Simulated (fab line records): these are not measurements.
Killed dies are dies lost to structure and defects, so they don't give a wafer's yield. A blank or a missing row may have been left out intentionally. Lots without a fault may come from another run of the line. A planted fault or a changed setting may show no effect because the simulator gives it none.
Problem report in the 8D (eight disciplines) form, filled by code | flow sky130 | the parts of the form that need people (team, actions taken, sign-off) are left out

## 1. WHAT WENT WRONG
VT_ADJUST_LVTN_TW at SKY_VT_ADJUST_LVTN_TW_MEAS_10 reads a mean of 29.8 on 6 wafers of 2 lots; wafers without a fault read 240.1 with a standard deviation of 2.4. Relative to the usual mean, that is a shift of -88 standard deviations.
Earliest sighting: wafer L722.3 on film_metro-02 at day 11 20:05. At this step, 36 wafers from 12 lots have a number in the record. Rule for "out", or "out of limits": more than 4 standard deviations from the usual mean. The rest of the wafers with a number are treated as sound.

## 2. WHAT IT IS, AND WHAT IT ISN'T
question                    | is                           | is not
which readings at this step | VT_ADJUST_LVTN_TW            | -
which lots                  | L722, L724                   | L705, L706, L707, L711, L713, L714, L715, L718, L719, L726
which wafers of those lots  | all that have a number       | -
read on which gauges        | film_metro-02, film_metro-04 | film_metro-01
when                        | from day 11 20:05            | up to then (27 sound wafers); but 3 sound wafers of L726 came after

## 3. WHAT RULES OUT EACH SUSPECT
Counting: a tool stays on the suspect list if, at a process step up to the reading, it processed all lots that are out and no sound lot following the first of them.
- the gauge at SKY_VT_ADJUST_LVTN_TW_MEAS_10 has been ruled out. The wafers that are out were read on 2 gauges (film_metro-02, film_metro-04).
- litho_track-01 at SKY_VT_ADJUST_LVTN_DEVELOP_06 (develop time 60 s): kept. It processed each lot that is out, first L722 at day 11 19:00, and no sound lot thereafter; up to then, the last sound lot it processed was L719 at day 10 22:00.
The count leaves litho_track-01 at SKY_VT_ADJUST_LVTN_DEVELOP_06.

## 4. THE CAUSE (what the simulator had put in)
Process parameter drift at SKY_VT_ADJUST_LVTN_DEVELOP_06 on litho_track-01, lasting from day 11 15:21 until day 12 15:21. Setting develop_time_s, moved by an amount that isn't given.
This tool alone remained once counting was done.

## 5. THE CHAIN OF EFFECTS, in route order
Each row: a reading where the mean over the struck wafers with a number is more than 3 standard deviations away from the usual. Only readings for which the record gives a usual standard deviation are gone through. hours: the time from each lot's start at the first step in this table that gives one to its start at this step, as a median over the lots. sigmas: the change in usual standard deviations.
hours | step                          | reading             | usual | on struck wafers | change | sigmas
0     | SKY_VT_ADJUST_LVTN_TW_MEAS_10 | VT_ADJUST_LVTN_TW   | 240.1 | 29.8             | -210.3 | -88
916   | SKY_PAD_OPEN_PROBE_99         | killed_at_front_end | 15    | 422              | +408   | +99 or more
916   | SKY_PAD_OPEN_PROBE_99         | killed_dies         | 84    | 492              | +408   | +45
916   | SKY_PAD_OPEN_PROBE_99         | killed_on_rim       | 17    | 96               | +79    | +24
It contains these process steps:
- SKY_PAD_OPEN_PROBE_99
Readings that are blank on the struck wafers while sound wafers have them: VT_ADJUST_LVTN_OVL at SKY_VT_ADJUST_LVTN_OVL_MEAS_07.
Later measuring or inspecting steps at which every struck wafer that the step has a row for has a number for every such reading, and none has moved that far: SKY_VT_ADJUST_LVTN_TW_MEAS_21.

## 6. HOW IT WOULD HAVE BEEN CAUGHT EARLIER
Counted from the fault's start at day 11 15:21, it took 5 hours until the first out-of-limits reading at a measuring or inspecting step in this record, taken at day 11 20:05.
Between SKY_VT_ADJUST_LVTN_DEVELOP_06 and SKY_VT_ADJUST_LVTN_TW_MEAS_10, SKY_VT_ADJUST_LVTN_OVL_MEAS_07 gave no VT_ADJUST_LVTN_OVL on the struck wafers, where sound wafers have one: a measuring or inspecting step that comes back empty is itself a sign.
Among the 2 lots that are out, L724 began SKY_VT_ADJUST_LVTN_DEVELOP_06 on litho_track-01 after day 11 20:05. Putting the tool on hold at that point would have spared it.
